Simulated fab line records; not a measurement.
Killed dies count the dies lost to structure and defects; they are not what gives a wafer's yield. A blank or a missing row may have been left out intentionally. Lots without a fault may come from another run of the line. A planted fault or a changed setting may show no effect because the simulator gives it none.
Which tool was responsible? ; flow gf180mcu ; Sampling: 6 lots, 18 wafers, 2 of 602 route steps

WHAT EACH GAUGE READ, for each wafer
GF_M2_OVL_MEAS_15.
lot;measured;on;M2_OVL (nm)
L728;day 20 02:04;overlay-01;2 5 6
L734;day 21 21:24;overlay-02;-9 -3 -7
L737;day 22 23:56;overlay-01;0 -3 -6
L741;day 24 10:23;overlay-01;-2 5 3
L744;day 25 08:26;overlay-01;-2 -5 -7
L750;day 27 02:37;overlay-02;9 1 1

EACH LOT AND THE TOOL THAT RAN IT (in order: tool; ch and the chambers of the sampled wafers; start)
lot;GF_M2_COAT_09
L728;litho_track-01 ch 0, day 19 12:55
L734;litho_track-04 ch 0, day 21 09:15
L737;litho_track-01 ch 0, day 22 12:01
L741;litho_track-01 ch 0, day 23 23:07
L744;litho_track-01 ch 0, day 24 21:16
L750;litho_track-02 ch 0, day 26 16:19
- GF_M2_COAT_09: resist thk 1000 nm.

THE ANSWER, worked out from the rows above alone
Rule: what is usual is taken from the lots themselves. Put in order of their means at a reading, lots are off if they are a third of the lots or fewer, leave a main group of 4 or more, and stand apart from it by a gap of 3 or more times the standard deviation of the main group's means; of several such gaps the widest counts. A main group is skipped when, at the precision printed for the reading in the tables above, its means are all equal. A lot without any number at a reading at which 4 lots or more have one is off too. Where the step has rows for the other lots, those lots are counted as sound.
No lot is off on any of the readings shown, so nothing can be concluded from this.

WHAT THE SIMULATOR PUT IN
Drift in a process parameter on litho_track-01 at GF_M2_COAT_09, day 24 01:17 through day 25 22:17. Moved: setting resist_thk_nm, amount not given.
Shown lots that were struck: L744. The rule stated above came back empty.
